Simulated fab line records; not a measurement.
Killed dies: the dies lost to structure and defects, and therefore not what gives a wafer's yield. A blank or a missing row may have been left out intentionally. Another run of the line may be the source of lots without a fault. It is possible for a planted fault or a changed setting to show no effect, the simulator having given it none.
fab line records	flow sfq-line
record: lots: 14	wafers: 42	last-day: 92
route steps=325 shown L0@12 M2@89 C5@246 M7@294
lots that met no fault: taken from a fault-free run of the same line
start-h: hours from the record's opening day to when the first of the lot's shown wafers began	wait-h: hours elapsed since this lot's preceding step	" same as the row above	L1.1+2: a row that stands for several wafers	- either no value or no given start	* or withheld: withheld	< > ~ a bound
route shown NAME@n: NAME is a module with steps in the file, n the number in the route of the first one	usual: the fault-free wafers' mean and standard deviation	same: alike in all rows	chamber/n: place in a boat	sites: each site's reading	_std_site: how widely they spread, as a standard deviation	_edge_site: inner sites' mean taken away from outer sites' mean	radius-mm: for every site, how far away it sits from the centre of the wafer	mask NAME#n: copy n	behind: tool/chamber where the wafer was last shaped	hold: what put the lot on hold/how long, in hours/how the hold closed	device: transistor that didn't switch, given as n, p or np	end of line: at the end of the route, the tests of the same wafers	where a step has no rows: the recipe by itself	killed: not the wafer's yield, but the dies lost to structure and defects at the first sort	map: shows each die of a wafer: x if killed, . if not, _ if none is there
set.NAME: setting as actually run; set.NAME@STEP: the setting as run at that earlier step	model.NAME: the simulator's own value behind a step, which no gauge read
steps of the route over a sample of lots; a table a step, a row a wafer
services: the hour from which a tool's chamber was out of use, counted from the record's first day as start-h (under 0 if before that day), plus the number of hours and why
== steps ==
step: SFQ_TRILAYER_L0_BARC_OPEN_METAL_ETCH_010
recipe: mask-material: PR	chemistry: O2	target-depth-nm: 125	target: BARC	icp-w: 600	bias-w: 80	pressure-mtorr: 10	time-s: 41.7
usual: drypump-motor-current-A: 5.62/0.28	oes-product-au: 0.685/0.0049
lot.wafer	tool	chamber	start-h	wait-h	drypump-motor-current-A	oes-product-au	rf-hours-counter-h
L816.3	rie-metal-04	1	78.86	0.1	5.32	0.683	-
L816.4	"	0	"	"	5.18	0.689	-
L816.5	"	0	"	"	5.18	0.677	-
L817.1	rie-metal-04	0	84.84	0.1	5.17	0.683	155
L817.2	"	1	"	"	5.36	0.678	122
L817.3	"	0	"	"	5.17	0.694	-
L818.1	rie-metal-01	1	91.53	0.1	5.71	0.684	168
L818.3	"	0	"	"	5.81	0.689	-
L818.4	"	1	"	"	5.70	0.692	-
L819.1	rie-metal-04	1	97.53	0.1	5.32	0.688	123
L819.4	"	0	"	"	5.16	0.682	-
L819.6	"	0	"	"	5.18	0.689	-
L820.2	rie-metal-04	0	105.93	0.1	5.17	0.684	159
L820.3	"	1	"	"	5.34	0.684	-
L820.4	"	0	"	"	5.18	0.686	-
L824.1	rie-metal-04	0	137.76	0.1	5.17	0.684	162
L824.2	"	1	"	"	5.33	0.682	129
L824.5	"	0	"	"	5.17	0.687	-
L831.3	rie-metal-02	1	172.58	0.1	5.74	0.679	-
L831.4	"	0	"	"	5.97	0.679	-
L831.5	"	0	"	"	5.96	0.681	-
L832.1	rie-metal-02	0	178.56	0.1	5.97	0.677	87
L832.3	"	0	"	"	5.97	0.700	-
L832.6	"	0	"	"	5.98	0.685	-
L833.2	rie-metal-01	1	188.41	0.1	5.73	0.683	180
L833.3	"	0	"	"	5.79	0.687	-
L833.5	"	0	"	"	5.78	0.686	-
L834.2	rie-metal-02	0	194.41	0.1	5.99	0.682	90
L834.4	"	0	"	"	6.02	0.680	-
L834.5	"	0	"	"	5.98	0.689	-
L835.1	rie-metal-01	0	201.91	0.1	5.82	0.687	60
L835.4	"	1	"	"	5.71	0.684	-
L835.6	"	1	"	"	5.72	0.687	-
L836.3	rie-metal-02	1	207.93	0.1	5.75	0.683	-
L836.5	"	0	"	"	5.98	0.692	-
L836.6	"	1	"	"	5.76	0.680	-
L837.1	rie-metal-02	0	211.51	0.1	6.03	0.683	92
L837.2	"	1	"	"	5.81	0.685	51
L837.6	"	0	"	"	6.00	0.685	-
L838.1	rie-metal-01	0	220.04	0.1	5.81	0.681	62
L838.3	"	1	"	"	5.69	0.684	-
L838.5	"	0	"	"	5.82	0.689	-
step: SFQ_TRILAYER_M2_DEP_SPUTTER_055
recipe: material: Nb	base-pressure-pa: 1.33e-06	chamber-pressure-pa: 0.1333	substrate-temp-c: 20	resputter-cathode-voltage-v: 400	target-thk-nm: 200	power-w: 2000	time-s: 133.3
usual: cathode-dc-power-W: 2000.0/0.37	substrate-temp-c: 20.00/0.11	throttle-valve-pct: 29.8/0.69
lot.wafer	tool	chamber	start-h	wait-h	cathode-dc-power-W	substrate-temp-c	throttle-valve-pct
L816.3	pvd-sputter-04	-	724.12	0.0	2000.2	19.93	28.8
L816.4	"	-	"	"	2000.8	20.05	30.3
L816.5	"	-	"	"	1999.9	20.04	28.9
L817.1	pvd-sputter-06	-	731.32	0.0	2000.1	19.83	29.0
L817.2	"	-	"	"	2000.0	20.02	30.2
L817.3	"	-	"	"	1999.4	19.94	29.9
L818.1	pvd-sputter-05	-	747.05	0.0	2000.5	19.97	29.0
L818.3	"	-	"	"	2000.2	19.91	29.8
L818.4	"	-	"	"	2000.1	19.96	30.6
L818.1	pvd-sputter-05	-	747.30	0.2	2000.1	20.04	29.0
L818.3	"	-	"	"	1999.8	20.05	30.0
L818.4	"	-	"	"	1999.9	20.08	30.5
L819.1	pvd-sputter-06	-	753.05	0.0	2000.2	19.85	31.2
L819.4	"	-	"	"	2000.1	20.08	29.8
L819.6	"	-	"	"	1999.9	19.88	29.2
L820.2	pvd-sputter-05	-	755.45	0.0	2000.1	20.07	29.3
L820.3	"	-	"	"	2000.0	19.89	30.6
L820.4	"	-	"	"	2000.0	19.91	30.7
L824.1	pvd-sputter-04	-	831.74	0.0	1999.8	20.09	28.9
L824.2	"	-	"	"	2000.1	19.92	29.5
L824.5	"	-	"	"	1999.8	20.13	30.8
L824.1	pvd-sputter-04	-	831.99	0.2	2000.1	19.97	28.9
L824.2	"	-	"	"	1999.7	20.16	29.3
L824.5	"	-	"	"	1999.5	20.10	30.4
L831.3	pvd-sputter-05	-	890.74	0.0	1999.5	20.08	30.4
L831.4	"	-	"	"	1999.8	20.34	29.8
L831.5	"	-	"	"	2000.2	20.05	29.8
L832.1	pvd-sputter-06	-	896.14	0.0	2000.1	20.07	31.2
L832.3	"	-	"	"	2000.3	19.97	29.9
L832.6	"	-	"	"	2000.1	19.97	29.1
L833.2	pvd-sputter-05	-	899.14	0.0	2000.9	20.19	29.0
L833.3	"	-	"	"	1999.9	20.03	30.8
L833.5	"	-	"	"	1999.9	20.00	29.9
L834.2	pvd-sputter-04	-	915.94	0.0	1999.8	20.05	28.9
L834.4	"	-	"	"	1999.9	20.01	29.3
L834.5	"	-	"	"	1999.7	19.98	29.1
L835.1	pvd-sputter-05	-	923.26	0.0	1999.6	20.35	29.1
L835.4	"	-	"	"	2000.5	19.94	30.6
L835.6	"	-	"	"	1999.7	20.25	29.1
L836.3	pvd-sputter-06	-	936.59	0.0	2000.6	19.81	29.9
L836.5	"	-	"	"	1999.9	19.97	29.1
L836.6	"	-	"	"	1999.7	19.85	29.6
L837.1	pvd-sputter-05	-	938.99	0.0	1999.7	19.97	29.8
L837.2	"	-	"	"	2000.5	20.20	30.3
L837.6	"	-	"	"	1999.9	19.96	29.1
L838.1	pvd-sputter-05	-	952.19	0.0	2000.1	19.89	29.0
L838.3	"	-	"	"	1999.8	20.23	29.5
L838.5	"	-	"	"	1999.8	20.13	29.8
step: SFQ_M2_RS_MEAS_914
recipe: thk-meas-gauge: four-point-probe	reads: Nb_of_TRILAYER_M2_DEP_SPUTTER_055
usual: M2_NB_RS: 0.894/0.0095
lot.wafer	tool	chamber	start-h	wait-h	M2_NB_RS[ohm/sq]
L816.3	film-metro-01	-	724.25	0.1	0.886
L816.4	"	-	"	"	0.879
L816.5	"	-	"	"	0.887
L817.1	film-metro-01	-	731.41	0.0	0.896
L817.2	"	-	"	"	0.887
L817.3	"	-	"	"	0.905
L818.1	film-metro-03	-	747.40	0.0	0.445
L818.3	"	-	"	"	0.445
L818.4	"	-	"	"	0.444
L819.1	film-metro-02	-	753.15	0.1	0.880
L819.4	"	-	"	"	0.879
L819.6	"	-	"	"	0.879
L820.2	film-metro-01	-	755.56	0.1	0.892
L820.3	"	-	"	"	0.895
L820.4	"	-	"	"	0.890
L824.1	film-metro-02	-	832.08	0.0	0.442
L824.2	"	-	"	"	0.442
L824.5	"	-	"	"	0.438
L831.3	film-metro-03	-	890.87	0.1	0.903
L831.4	"	-	"	"	0.895
L831.5	"	-	"	"	0.898
L832.1	film-metro-01	-	896.23	0.0	0.902
L832.3	"	-	"	"	0.893
L832.6	"	-	"	"	0.901
L833.2	film-metro-01	-	899.25	0.1	0.903
L833.3	"	-	"	"	0.905
L833.5	"	-	"	"	0.901
L834.2	film-metro-01	-	916.05	0.1	0.886
L834.4	"	-	"	"	0.900
L834.5	"	-	"	"	0.896
L835.1	film-metro-01	-	923.35	0.0	0.884
L835.4	"	-	"	"	0.879
L835.6	"	-	"	"	0.888
L836.3	film-metro-01	-	936.72	0.1	0.908
L836.5	"	-	"	"	0.913
L836.6	"	-	"	"	0.907
L837.1	film-metro-03	-	939.08	0.0	0.901
L837.2	"	-	"	"	0.903
L837.6	"	-	"	"	0.905
L838.1	film-metro-03	-	952.28	0.0	0.899
L838.3	"	-	"	"	0.898
L838.5	"	-	"	"	0.895
step: SFQ_TRILAYER_M2_ETCH_METAL_ETCH_060
recipe: target: Nb	stop-on: SiO2	mask-material: PR	chemistry: Cl2/Ar	target-depth-nm: 240	icp-w: 600	bias-w: 80	pressure-mtorr: 10	time-s: 120
usual: drypump-motor-current-A: 5.54/0.23	oes-product-au: 0.892/0.0067
lot.wafer	tool	chamber	start-h	wait-h	drypump-motor-current-A	oes-product-au	rf-hours-counter-h
L816.3	rie-metal-01	1	872.96	0.1	5.73	0.894	-
L816.4	"	0	"	"	5.83	0.896	-
L816.5	"	0	"	"	5.81	0.895	-
L817.1	rie-metal-04	1	883.84	0.0	5.34	0.888	57
L817.2	"	0	"	"	5.18	0.894	75
L817.3	"	1	"	"	5.36	0.882	-
L818.1	rie-metal-03	1	897.10	0.1	5.30	0.998	57
L818.3	"	1	"	"	5.31	1.001	-
L818.4	"	1	"	"	5.30	1.011	-
L819.1	rie-metal-03	1	901.90	0.1	5.32	0.892	58
L819.4	"	1	"	"	5.31	0.902	-
L819.6	"	1	"	"	5.31	0.903	-
L820.2	rie-metal-01	1	903.04	0.0	5.70	0.890	90
L820.3	"	0	"	"	5.81	0.893	-
L820.4	"	1	"	"	5.70	0.891	-
L824.1	rie-metal-01	0	978.80	0.0	5.80	1.001	20
L824.2	"	1	"	"	5.72	0.991	99
L824.5	"	1	"	"	5.71	0.989	-
L831.3	rie-metal-01	0	1042.02	0.1	5.82	0.883	-
L831.4	"	1	"	"	5.69	0.890	-
L831.5	"	1	"	"	5.74	0.888	-
L832.1	rie-metal-03	1	1046.90	0.0	5.30	0.881	79
L832.3	"	0	"	"	5.60	0.889	-
L832.6	"	0	"	"	5.57	0.894	-
L833.2	rie-metal-04	1	1051.70	0.0	5.34	0.885	80
L833.3	"	0	"	"	5.17	0.891	-
L833.5	"	0	"	"	5.17	0.881	-
L834.2	rie-metal-04	1	1068.42	0.0	5.32	0.896	82
L834.4	"	1	"	"	5.33	0.899	-
L834.5	"	1	"	"	5.32	0.893	-
L835.1	rie-metal-03	1	1076.19	0.0	5.33	0.894	82
L835.4	"	0	"	"	5.57	0.896	-
L835.6	"	0	"	"	5.57	0.894	-
L836.3	rie-metal-04	0	1084.64	0.1	5.17	0.885	-
L836.5	"	0	"	"	5.17	0.887	-
L836.6	"	1	"	"	5.34	0.891	-
L837.1	rie-metal-01	0	1088.19	0.0	5.79	0.888	35
L837.2	"	1	"	"	5.73	0.885	113
L837.6	"	0	"	"	5.80	0.888	-
L838.1	rie-metal-03	1	1095.39	0.0	5.32	0.883	84
L838.3	"	1	"	"	5.33	0.894	-
L838.5	"	0	"	"	5.63	0.886	-
step: SFQ_C5_OVL_MEAS_937
usual: C5_OVL: 2/6
lot.wafer	tool	chamber	start-h	wait-h	C5_OVL[nm]
L816.3	overlay-02	-	1753.60	0.1	12
L816.4	"	-	"	"	15
L816.5	"	-	"	"	18
L817.1	overlay-02	-	1771.65	0.1	0
L817.2	"	-	"	"	9
L817.3	"	-	"	"	4
L818.1	overlay-02	-	1772.77	0.1	1
L818.3	"	-	"	"	-2
L818.4	"	-	"	"	-3
L819.1	overlay-02	-	1775.25	0.1	3
L819.4	"	-	"	"	0
L819.6	"	-	"	"	4
L820.2	overlay-02	-	1779.53	0.1	2
L820.3	"	-	"	"	3
L820.4	"	-	"	"	9
L824.1	overlay-02	-	1789.12	0.1	-5
L824.2	"	-	"	"	-5
L824.5	"	-	"	"	0
L831.3	overlay-02	-	1967.62	0.1	10
L831.4	"	-	"	"	9
L831.5	"	-	"	"	8
L832.1	overlay-02	-	1968.99	0.1	3
L832.3	"	-	"	"	8
L832.6	"	-	"	"	5
L833.2	overlay-01	-	1997.28	0.1	2
L833.3	"	-	"	"	1
L833.5	"	-	"	"	8
L834.2	overlay-02	-	2010.28	0.1	5
L834.4	"	-	"	"	2
L834.5	"	-	"	"	4
L835.1	overlay-02	-	2019.87	0.1	-6
L835.4	"	-	"	"	-3
L835.6	"	-	"	"	-4
L836.3	overlay-02	-	2024.69	0.1	-3
L836.5	"	-	"	"	5
L836.6	"	-	"	"	0
L837.1	overlay-02	-	2028.27	0.1	1
L837.2	"	-	"	"	-5
L837.6	"	-	"	"	0
L838.1	overlay-02	-	2029.47	0.1	5
L838.3	"	-	"	"	0
L838.5	"	-	"	"	1
step: SFQ_TRILAYER_M7_STRIP_STRIP_181
recipe: gas: O2	power-w: 200	platen-temp-c: 40	overash-fraction: 0.65	chemistry: O2	pressure-mtorr: 50
usual: drypump-motor-current-A: 5.49/0.27	oes-product-au: 0.997/0.0075
lot.wafer	tool	chamber	start-h	wait-h	drypump-motor-current-A	oes-product-au	rf-hours-counter-h
L816.3	rie-metal-02	0	1868.92	0.5	5.97	0.984	-
L816.4	"	0	"	"	6.02	0.984	-
L816.5	"	0	"	"	6.02	0.985	-
L817.1	rie-metal-03	1	1974.40	0.1	5.35	1.004	77
L817.2	"	0	"	"	5.59	0.992	59
L817.3	"	1	"	"	5.35	1.009	-
L818.1	rie-metal-02	0	1978.30	0.1	5.97	0.999	56
L818.3	"	1	"	"	5.75	1.014	-
L818.4	"	0	"	"	5.95	0.998	-
L819.1	rie-metal-04	1	1979.50	0.1	5.37	1.007	72
L819.4	"	0	"	"	5.17	1.012	-
L819.6	"	0	"	"	5.18	1.015	-
L820.2	rie-metal-02	0	1980.70	0.1	5.99	0.997	56
L820.3	"	0	"	"	5.94	0.984	-
L820.4	"	1	"	"	5.78	1.000	-
L824.1	rie-metal-02	0	1991.50	0.1	5.95	0.999	58
L824.2	"	1	"	"	5.75	1.006	23
L824.5	"	0	"	"	5.98	0.995	-
L831.3	rie-metal-03	1	2074.24	0.2	5.33	0.988	-
L831.4	"	0	"	"	5.57	0.987	-
L831.5	"	1	"	"	5.34	0.996	-
L832.1	rie-metal-04	0	2075.24	0.1	5.17	0.990	104
L832.3	"	0	"	"	5.17	0.998	-
L832.6	"	0	"	"	5.17	0.997	-
L833.2	rie-metal-04	1	2098.03	0.1	5.35	0.996	90
L833.3	"	1	"	"	5.33	0.991	-
L833.5	"	0	"	"	5.17	0.982	-
L834.2	rie-metal-03	1	2106.43	0.1	5.27	1.003	100
L834.4	"	1	"	"	5.32	0.995	-
L834.5	"	1	"	"	5.31	0.988	-
L835.1	rie-metal-04	0	2173.94	0.2	5.17	0.992	116
L835.4	"	0	"	"	5.18	1.000	-
L835.6	"	0	"	"	5.18	0.993	-
L836.3	rie-metal-03	0	2178.76	0.2	5.59	0.994	-
L836.5	"	0	"	"	5.59	0.986	-
L836.6	"	1	"	"	5.30	1.004	-
L837.1	rie-metal-03	1	2180.96	0.1	5.33	0.997	110
L837.2	"	0	"	"	5.56	1.002	91
L837.6	"	1	"	"	5.32	0.997	-
L838.1	rie-metal-02	0	2183.36	0.1	6.03	0.994	83
L838.3	"	0	"	"	6.00	0.980	-
L838.5	"	0	"	"	6.01	0.994	-
== services ==
tool	chamber	start-h	hours	kind
rie-metal-03	0	86.54	8.9	repair
rie-metal-04	-	128.23	0.2	repair
rie-metal-04	1	162.01	14.4	repair
rie-metal-02	-	190.29	0.7	repair
rie-metal-02	-	312.05	2.8	pm
rie-metal-03	1	317.69	13.7	repair
rie-metal-02	-	374.66	4.3	pm
rie-metal-03	1	406.40	17.8	repair
rie-metal-04	-	418.60	14.6	pm
rie-metal-02	0	424.22	3.2	repair
rie-metal-02	-	472.20	1.0	repair
rie-metal-04	-	579.00	0.1	repair
rie-metal-04	1	758.70	13.0	repair
rie-metal-04	-	945.19	0.2	repair
rie-metal-04	0	1058.15	8.0	repair
rie-metal-04	-	1138.42	2.8	pm
rie-metal-04	-	1154.67	0.7	repair
rie-metal-04	0	1340.94	4.4	repair
rie-metal-04	-	1478.09	0.1	repair
rie-metal-04	-	1558.39	15.6	pm
rie-metal-04	0	1584.12	15.9	repair
rie-metal-04	-	1690.27	1.9	repair
rie-metal-04	-	1869.37	1.4	pm
rie-metal-04	1	2164.99	12.1	repair
== key ==
first-sign: step: SFQ_TRILAYER_M2_DEP_SPUTTER_055	reading: visit	direction: added
effect: step: SFQ_M2_RS_MEAS_914	reading: M2_NB_RS	direction: down	sigmas: 47	usual: 0.894	struck: 0.443
effect: step: SFQ_TRILAYER_M2_ETCH_METAL_ETCH_060	reading: oes-product-au	direction: up	sigmas: 16	usual: 0.892	struck: 0.998
met-at SFQ_TRILAYER_M2_DEP_SPUTTER_055
struck-lots L818,L824
not-acting-at SFQ_TRILAYER_L0_BARC_OPEN_METAL_ETCH_010,SFQ_C5_OVL_MEAS_937,SFQ_TRILAYER_M7_STRIP_STRIP_181
fault: kind: repeated-step-whole	tool: pvd-sputter-04,pvd-sputter-05,pvd-sputter-06	chamber: -	onset-h: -	steps: SFQ_TRILAYER_M2_DEP_SPUTTER_055	times: 1	scope: struck-lots-only
